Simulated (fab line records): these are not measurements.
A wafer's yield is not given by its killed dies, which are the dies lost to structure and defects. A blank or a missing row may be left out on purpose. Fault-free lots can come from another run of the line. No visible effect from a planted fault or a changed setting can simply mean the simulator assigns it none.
Which tool is to blame? | flow sky130 | 39 wafers from 13 lots sampled at 4 of the route's 708 steps

## WHAT EACH GAUGE READ, for each wafer
SKY_VT_ADJUST_HVTR_TW_MEAS_11. Usual: VT_ADJUST_HVTR_TW typically reads 211.9, with standard deviation 1.8.
lot  | measured     | on            | VT_ADJUST_HVTR_TW | flag
L270 | day 9 13:41  | film_metro-03 | 211.6 209.2 210.8 |
L271 | day 9 21:05  | film_metro-02 | 214.7 213.7 215.8 |
L276 | day 12 09:08 | film_metro-04 | 213.0 212.2 212.9 |
L277 | day 12 13:46 | film_metro-03 | 210.4 208.9 209.4 |
L279 | day 12 16:10 | film_metro-04 | 212.6 212.6 213.6 |
L281 | day 13 06:47 | film_metro-02 | 212.0 211.5 211.5 |
L280 | day 13 08:31 | film_metro-04 | 212.7 211.6 213.4 |
L282 | day 13 14:44 | film_metro-02 | 211.8 211.6 211.9 |
L284 | day 14 07:34 | film_metro-02 | 213.3 211.9 211.8 |
L289 | day 15 19:05 | film_metro-02 | 214.2 213.4 212.7 |
L290 | day 16 02:14 | film_metro-04 | 214.5 214.1 213.8 |
L291 | day 16 06:35 | film_metro-03 | 210.3 211.3 211.0 |
L292 | day 16 11:22 | film_metro-04 | 213.7 214.1 213.4 |

SKY_SONOS_ONO_THK_MEAS_03. Usual: SONOS_ONO_CVD_02_THK typically reads 10.46 nm, with standard deviation 0.14.
lot  | measured     | on            | SONOS_ONO_CVD_02_THK (nm) | flag
L270 | day 11 14:37 | film_metro-03 | 10.64 10.48 10.57         |
L271 | day 12 00:00 | film_metro-03 | 10.24 10.43 10.34         |
L276 | day 14 17:32 | film_metro-04 | 10.53 10.64 10.62         |
L277 | day 14 21:29 | film_metro-01 | 10.41 10.45 10.66         |
L279 | day 15 00:20 | film_metro-04 | 10.53 10.62 10.68         |
L281 | day 15 18:05 | film_metro-04 | 10.37 10.31 10.24         |
L284 | day 16 15:47 | film_metro-01 | 10.45 10.46 10.53         |
L289 | day 18 08:13 | film_metro-03 | 10.34 10.40 10.40         |
L290 | day 18 15:19 | film_metro-03 | 10.30 10.44 10.26         |
L291 | day 18 20:43 | film_metro-04 | 10.44 10.55 10.53         |
L292 | day 19 03:28 | film_metro-04 | 10.52 10.39 10.55         |

## TOOL THAT RAN EACH LOT (tool first, then ch and the chambers of the sampled wafers, then the start)
lot  | SKY_VT_ADJUST_LVTN_STRIP_20          | SKY_SONOS_TUNNEL_STRIP_11
L270 | plasma_asher-02 ch 0,1, day 7 19:22  | wet_bench-01 ch 0, day 11 10:54
L271 | plasma_asher-02 ch 0,1, day 8 00:56  | wet_bench-02 ch 3, day 11 18:58
L276 | plasma_asher-02 ch 0,1, day 10 10:12 | wet_bench-02 ch 1, day 14 13:01
L277 | plasma_asher-04 ch 0,1, day 10 14:53 | wet_bench-03 ch 0, day 14 16:55
L279 | plasma_asher-04 ch 0,1, day 10 17:02 | wet_bench-03 ch 0, day 14 19:59
L281 | plasma_asher-04 ch 0,1, day 11 06:14 | wet_bench-01 ch 3, day 15 11:46
L280 | plasma_asher-03 ch 0,1, day 11 07:26 | wet_bench-03 ch 1, day 15 14:14
L282 | plasma_asher-03 ch 0,1, day 11 13:43 | wet_bench-03 ch 0, day 15 19:28
L284 | plasma_asher-04 ch 0,1, day 12 04:41 | wet_bench-03 ch 3, day 16 13:05
L289 | plasma_asher-03 ch 0,1, day 13 13:55 | wet_bench-02 ch 3, day 18 03:00
L290 | plasma_asher-02 ch 0,1, day 13 20:32 | wet_bench-01 ch 3, day 18 11:45
L291 | plasma_asher-02 ch 0,1, day 14 00:18 | wet_bench-03 ch 1, day 18 16:06
L292 | plasma_asher-02 ch 0,1, day 14 05:50 | wet_bench-02 ch 2, day 18 22:13
- SKY_VT_ADJUST_LVTN_STRIP_20: strips in O2/N2.
- SKY_SONOS_TUNNEL_STRIP_11: strips in SPM, time 600 s.

## WHAT THE TOOLS THEMSELVES READ (means of the sampled wafers that have a number; where no wafer has one, the mark that the record gives instead)
SKY_VT_ADJUST_LVTN_STRIP_20. Usual: chamber_pressure_mTorr 1500.1 mTorr, standard deviation 1.3; drypump_motor_current_A 5.5 A, standard deviation 0.53; n2_flow_sccm 300.2 sccm, standard deviation 1.1; oes_product_au 0.715 a.u., standard deviation 0.0046; strip_time_to_endpoint_s 14.21 s, standard deviation 0.041.
lot  | tool            | chamber_pressure_mTorr (mTorr) | drypump_motor_current_A (A) | n2_flow_sccm (sccm) | oes_product_au (a.u.) | strip_time_to_endpoint_s (s) | flag
L270 | plasma_asher-02 | 1500.3                         | 6.2                         | 299.9               | 0.714                 | 14.18                        |
L271 | plasma_asher-02 | 1500.4                         | 6.0                         | 300.8               | 0.716                 | 14.16                        |
L276 | plasma_asher-02 | 1500.6                         | 6.2                         | 300.0               | 0.720                 | 14.22                        |
L277 | plasma_asher-04 | 1501.4                         | 5.4                         | 300.2               | 0.717                 | 14.23                        |
L279 | plasma_asher-04 | 1502.6                         | 5.5                         | 299.0               | 0.720                 | 14.16                        |
L281 | plasma_asher-04 | 1499.4                         | 5.5                         | 300.7               | 0.713                 | 14.29                        |
L280 | plasma_asher-03 | 1498.9                         | 4.9                         | 300.1               | 0.712                 | 14.17                        |
L282 | plasma_asher-03 | 1500.1                         | 4.9                         | 299.5               | 0.713                 | 14.27                        |
L284 | plasma_asher-04 | 1499.9                         | 5.4                         | 301.8               | 0.715                 | 14.24                        |
L289 | plasma_asher-03 | 1500.6                         | 4.9                         | 300.6               | 0.710                 | 14.24                        |
L290 | plasma_asher-02 | 1500.5                         | 6.2                         | 298.8               | 0.717                 | 14.26                        |
L291 | plasma_asher-02 | 1500.1                         | 6.2                         | 301.3               | 0.712                 | 14.22                        |
L292 | plasma_asher-02 | 1499.1                         | 6.1                         | 299.9               | 0.714                 | 14.20                        |

SKY_SONOS_TUNNEL_STRIP_11. Usual: bath_guard_temp_C 129.8 C, standard deviation 0.66; bath_heat_duty_pct 14.6 %, standard deviation 1.7.
lot  | tool         | bath_guard_temp_C (C) | bath_heat_duty_pct (%) | flag
L270 | wet_bench-01 | 128.3                 | 16.0                   |
L271 | wet_bench-02 | 129.7                 | 14.2                   |
L276 | wet_bench-02 | 130.7                 | 15.5                   |
L277 | wet_bench-03 | 129.4                 | 17.1                   |
L279 | wet_bench-03 | 129.5                 | 17.1                   |
L281 | wet_bench-01 | 130.2                 | 16.2                   |
L280 | wet_bench-03 | -                     | -                      | OFF
L282 | wet_bench-03 | -                     | -                      | OFF
L284 | wet_bench-03 | 131.1                 | 13.6                   |
L289 | wet_bench-02 | 129.6                 | 13.6                   |
L290 | wet_bench-01 | 129.9                 | 16.4                   |
L291 | wet_bench-03 | 129.4                 | 13.8                   |
L292 | wet_bench-02 | 130.3                 | 13.9                   |

## THE ANSWER, worked out from the rows above alone
Rule: take the mean of a lot's wafers that have a number; if it is more than 3 standard deviations from the usual mean, the lot is off. Also off: a lot with no number at a reading for which 4 or more lots have one. Where the step has rows for the other lots, those lots are counted as sound. First the gauges in route order, then the tools' own readings, where a lot's mean is used as printed above. The first step at which some lot is off is used, and at that step the reading that is off furthest; a lot without a number counts as furthest.
Off at SKY_SONOS_TUNNEL_STRIP_11 (bath_guard_temp_C): L280, L282. Without a number there: L280, L282.
A tool fits if, at that step or a process step before it, it ran every lot that is off, and no sound lot after the first of them. No candidate that was tried fits.

## WHAT HAD BEEN PUT IN BY THE SIMULATOR
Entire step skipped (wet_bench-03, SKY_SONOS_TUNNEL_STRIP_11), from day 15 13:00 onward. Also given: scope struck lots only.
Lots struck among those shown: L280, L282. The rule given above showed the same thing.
